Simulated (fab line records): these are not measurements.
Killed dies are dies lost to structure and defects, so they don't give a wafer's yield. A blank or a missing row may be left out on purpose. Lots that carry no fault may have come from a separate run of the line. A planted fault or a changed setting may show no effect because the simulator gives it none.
Which tool did it? | flow sky130 | 15 lots with 45 wafers sampled at 4 steps, on a route of 708 steps

## WHAT EACH GAUGE READ, for each wafer
SKY_VT_ADJUST_LVTN_TW_MEAS_10.
lot  | measured     | on            | VT_ADJUST_LVTN_TW
L567 | day 6 23:07  | film metro-04 | 245 245 245
L568 | day 7 00:23  | film metro-04 | 246 243 247
L569 | day 7 11:42  | film metro-04 | 243 245 244
L570 | day 8 09:45  | film metro-01 | 237 239 236
L571 | day 8 13:55  | film metro-01 | 237 236 237
L575 | day 9 18:21  | film metro-01 | 240 240 238
L577 | day 9 23:45  | film metro-03 | 239 239 239
L579 | day 10 05:16 | film metro-03 | 238 239 239
L580 | day 11 00:58 | film metro-01 | 239 239 240
L581 | day 11 01:39 | film metro-03 | 239 237 238
L582 | day 11 08:09 | film metro-04 | 246 246 246
L583 | day 11 15:34 | film metro-01 | 238 240 238
L586 | day 12 05:58 | film metro-04 | 244 244 245
L587 | day 12 09:15 | film metro-04 | 245 244 244
L589 | day 12 22:43 | film metro-04 | 244 244 244

SKY_VT_ADJUST_PCH_OVL_MEAS_07.
lot  | measured     | on         | VT_ADJUST_PCH_OVL (nm)
L567 | day 10 12:27 | overlay-02 | 3.5 1.2 1.7
L568 | day 10 12:53 | overlay-01 | -1.9 -0.2 -2.1
L569 | day 11 02:59 | overlay-02 | -0.1 0.0 -1.0
L570 | day 12 06:06 | overlay-02 | 0.4 0.2 0.6
L571 | day 12 08:15 | overlay-02 | 0.7 1.4 3.3
L575 | day 13 19:34 | overlay-01 | -0.6 0.3 0.0
L577 | day 13 23:36 | overlay-02 | -0.9 1.2 0.8
L579 | day 14 06:29 | overlay-01 | -0.1 0.4 -0.9
L580 | day 15 05:14 | overlay-02 | 0.2 3.9 2.3
L581 | day 15 07:17 | overlay-01 | -2.8 -0.4 0.7
L582 | day 15 13:21 | overlay-02 | -0.3 0.3 0.1
L583 | day 15 22:36 | overlay-02 | 0.6 -0.7 0.1
L586 | day 16 16:59 | overlay-02 | 1.0 1.9 2.4
L587 | day 16 19:38 | overlay-01 | -0.9 -0.3 0.1
L589 | day 17 11:41 | overlay-02 | 0.5 1.6 0.6

SKY_POLY_GATE_THK_MEAS_04.
lot  | measured     | on            | POLY_GATE_CVD_03_THK (nm)
L567 | day 15 03:07 | film metro-02 | 74.9 75.0 74.8
L568 | day 15 07:20 | film metro-04 | 74.6 74.6 74.7
L569 | day 16 00:18 | film metro-04 | 74.1 74.3 74.3
L570 | day 17 05:03 | film metro-02 | 74.6 74.2 74.6
L571 | day 17 10:27 | film metro-04 | 74.4 74.8 74.5
L575 | day 19 02:55 | film metro-02 | 76.9 76.6 76.1
L577 | day 19 08:40 | film metro-02 | 76.8 76.6 76.5
L579 | day 19 20:38 | film metro-03 | 76.8 76.5 75.9
L580 | day 20 16:40 | film metro-03 | 76.3 76.0 75.7
L586 | day 22 10:14 | film metro-04 | 74.6 74.4 74.7
L587 | day 22 18:14 | film metro-02 | 74.6 75.0 74.4
L589 | day 23 04:03 | film metro-03 | 75.2 75.9 75.6

## TOOL THAT RAN EACH LOT (tool first, then ch and the chambers of the sampled wafers, then the start)
lot  | SKY_GATE_OXIDE_EXPOSE_07
L567 | iline stepper-02 ch 0, day 13 06:11
L568 | iline stepper-01 ch 0, day 13 10:08
L569 | iline stepper-01 ch 0, day 14 00:56
L570 | iline stepper-01 ch 0, day 15 06:33
L571 | iline stepper-02 ch 0, day 15 09:52
L575 | iline stepper-02 ch 0, day 17 00:59
L577 | iline stepper-02 ch 0, day 17 06:59
L579 | iline stepper-01 ch 0, day 17 14:57
L580 | iline stepper-01 ch 0, day 18 13:23
L581 | iline stepper-01, day 18 18:40
L582 | iline stepper-01, day 19 02:59
L583 | iline stepper-02, day 19 10:41
L586 | iline stepper-01 ch 0, day 20 06:24
L587 | iline stepper-02 ch 0, day 20 09:05
L589 | iline stepper-01 ch 0, day 20 23:46
- SKY_GATE_OXIDE_EXPOSE_07: exposes mask LVOM, target cd 600 nm.

## WHAT THE TOOLS THEMSELVES READ (means of the sampled wafers that have a number; where no wafer has one, the mark that the record gives instead)
SKY_GATE_OXIDE_EXPOSE_07.
lot  | tool             | exposure dose mJ cm2 | focus offset nm (nm)
L567 | iline stepper-02 | 169.92               | 0.2
L568 | iline stepper-01 | 170.00               | -0.6
L569 | iline stepper-01 | 169.99               | 0.5
L570 | iline stepper-01 | 169.98               | 0.1
L571 | iline stepper-02 | 170.12               | -0.3
L575 | iline stepper-02 | 169.80               | -0.1
L577 | iline stepper-02 | 170.24               | -1.1
L579 | iline stepper-01 | 169.98               | 0.0
L580 | iline stepper-01 | 169.95               | 0.0
L581 | iline stepper-01 | -                    | -
L582 | iline stepper-01 | -                    | -
L583 | iline stepper-02 | -                    | -
L586 | iline stepper-01 | 169.95               | -0.5
L587 | iline stepper-02 | 169.96               | -0.5
L589 | iline stepper-01 | 170.13               | -0.1

## THE ANSWER, worked out from the rows above alone
Rule: what is usual is taken from the lots themselves. Put in order of their means at a reading, lots are off if they are a third of the lots or fewer, leave a main group of 4 or more, and stand apart from it by a gap of 3 or more times the standard deviation of the main group's means; of several such gaps the widest counts. Not used: any main group whose means are identical at the precision the tables above print for the reading. A lot without any number at a reading at which 4 lots or more have one is off too. All remaining lots with rows at the step are treated as sound. Order of review: gauges by route order, followed by the tools' own readings, for which a lot's mean as printed above is used. At the first step where some lot is off, the reading lying furthest off is the one used; lots without a number count as furthest.
Off, at SKY_GATE_OXIDE_EXPOSE_07 on exposure dose mJ cm2: L581, L582, L583. Without a number there: L581, L582, L583. The main group: mean 170.00, standard deviation 0.11.
If a tool, at that step or one of the process steps before it, ran each lot that is off and ran no sound lot following the first of them, it fits. None of those tried fits.

## WHAT THE SIMULATOR HAD INSERTED
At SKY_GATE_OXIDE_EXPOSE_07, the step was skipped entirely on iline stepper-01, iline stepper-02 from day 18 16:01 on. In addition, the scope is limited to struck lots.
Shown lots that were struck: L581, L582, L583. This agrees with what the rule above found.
